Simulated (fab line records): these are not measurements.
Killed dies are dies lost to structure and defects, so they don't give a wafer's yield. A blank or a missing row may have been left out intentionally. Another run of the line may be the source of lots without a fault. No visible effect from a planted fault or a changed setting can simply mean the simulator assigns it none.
Chamber matching	flow gf180mcu	GF_POLY_GATE_ETCH_13 on rie_si-02: 4 sister chambers
The step etches poly-Si in HBr/Cl2, stops on SiO2, target depth 198.5 nm, time 69.6 s. 14 wafers are shown with their chamber, then 7 later ones without.

EACH WAFER AND ITS CHAMBER
wafer	chamber	drypump_motor_current_A (A)	oes_product_au (a.u.)	throttle_valve_pct (%)
L077.1	2	6.5	0.995	33.709
L077.2	0	5.7	1.000	33.688
L077.6	1	5.8	0.982	33.680
L078.1	2	6.5	0.994	33.683
L078.2	1	5.8	0.980	33.676
L078.3	0	5.7	0.985	33.686
L082.3	1	5.8	0.987	33.668
L082.4	0	5.7	1.001	33.696
L082.5	2	6.5	0.990	33.685
L083.1	2	6.5	0.989	33.682
L083.2	0	5.7	1.001	33.672
L083.4	3	6.7	0.988	33.691
L084.1	2	6.4	0.985	33.683
L084.3	3	6.7	0.986	33.684

SIGNATURES, as means of the wafers listed above
reading	chamber 0	chamber 1	chamber 2	chamber 3	scatter within a chamber
drypump_motor_current_A	5.700	5.800	6.480	6.700	0.0283
oes_product_au	0.99675	0.98300	0.99060	0.98700	0.00527
throttle_valve_pct	33.68550	33.67467	33.68840	33.68750	0.00966
Rule: a wafer's distance from a chamber is the root of the sum, over the readings, of the square of ((its reading less the chamber's mean) divided by the reading's scatter). If the next closest chamber is less than 2 further off than the closest, the wafer can't be placed; otherwise it belongs to the closest. The scatter: the root of (the sum of the squares of (reading less its chamber's mean) over the shown wafers, divided by (wafers less chambers)).

WAFERS WITH NO CHAMBER GIVEN
wafer	drypump_motor_current_A (A)	oes_product_au (a.u.)	throttle_valve_pct (%)
L084.6	5.7	0.985	33.678
L086.1	6.5	0.992	33.692
L086.2	5.7	1.011	33.679
L086.6	6.5	0.982	33.690
L094.2	5.8	0.984	33.680
L094.3	5.8	0.986	33.676
L094.6	5.8	0.985	33.681

CHAMBER TAKEN BY EACH
wafer	from the rows above	in truth
L084.6	can't be placed: 0 or 1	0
L086.1	2	2
L086.2	0	0
L086.6	2	2
L094.2	1	1
L094.3	1	1
L094.6	1	1
6 of 7 placed correctly. Not placeable from these rows: 1 (in 1, the candidates include the true chamber). 0 placed wrongly.
